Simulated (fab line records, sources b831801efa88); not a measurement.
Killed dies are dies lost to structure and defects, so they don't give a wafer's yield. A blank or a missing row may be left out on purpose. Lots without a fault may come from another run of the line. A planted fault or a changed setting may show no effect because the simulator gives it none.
Chamber matching | flow gf180mcu | GF_V3_CMP_26 on cmp-01: 4 sister chambers
The step polishes, stops on SiO2, t overpolish 15 s, target thk 0 nm. 8 wafers are shown with their chamber, then 10 later ones without.

WAFERS WITH THEIR CHAMBER
wafer  | chamber | motor_current_A (A) | time_to_endpoint_s (s)
L909.1 | 1       | 11.4                | 87
L911.2 | 1       | 11.8                | 88
L915.1 | 3       | 9.0                 | 85
L917.1 | 0       | 12.3                | 77
L917.4 | 2       | 10.3                | 83
L917.5 | 0       | 11.5                | 78
L920.1 | 3       | 9.6                 | 84
L920.4 | 2       | 11.4                | 89

WAFERS WITHOUT THEIR CHAMBER
wafer  | motor_current_A (A) | time_to_endpoint_s (s)
L920.5 | 10.9                | 85
L926.1 | 9.7                 | 80
L926.2 | 11.5                | 72
L926.6 | 11.6                | 74
L928.1 | 9.4                 | 82
L928.4 | 10.6                | 73
L928.6 | 11.9                | 67
L929.1 | 11.2                | 82
L929.4 | 8.9                 | 80
L929.6 | 11.0                | 82

WHICH CHAMBER EACH WENT THROUGH
wafer  | from the rows above               | in truth
L920.5 | can't be placed: 2 or 1           | 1
L926.1 | can't be placed: 3 or 2           | 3
L926.2 | 0                                 | 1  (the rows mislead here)
L926.6 | 0                                 | 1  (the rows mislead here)
L928.1 | 3                                 | 3
L928.4 | 0                                 | 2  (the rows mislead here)
L928.6 | 0                                 | 0
L929.1 | can't be placed: 2 or 0 or 1 or 3 | 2
L929.4 | 3                                 | 3
L929.6 | can't be placed: 2 or 0 or 1 or 3 | 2
Placed correctly: 3 of 10. Can't be placed from these rows: 4 (the true chamber is among the candidates in 4). Placed wrongly: 3.
How it was worked out, from the rows above alone: a wafer's distance from a chamber is the root of the sum, over the readings, of the square of ((its reading less the chamber's mean) divided by the reading's scatter). The wafer belongs to the nearest chamber; if the next one is less than 2 further off, it can't be placed. A chamber's mean is the mean of its shown wafers. The scatter: the root of (the sum of the squares of (reading less its chamber's mean) over the shown wafers, divided by (wafers less chambers)).
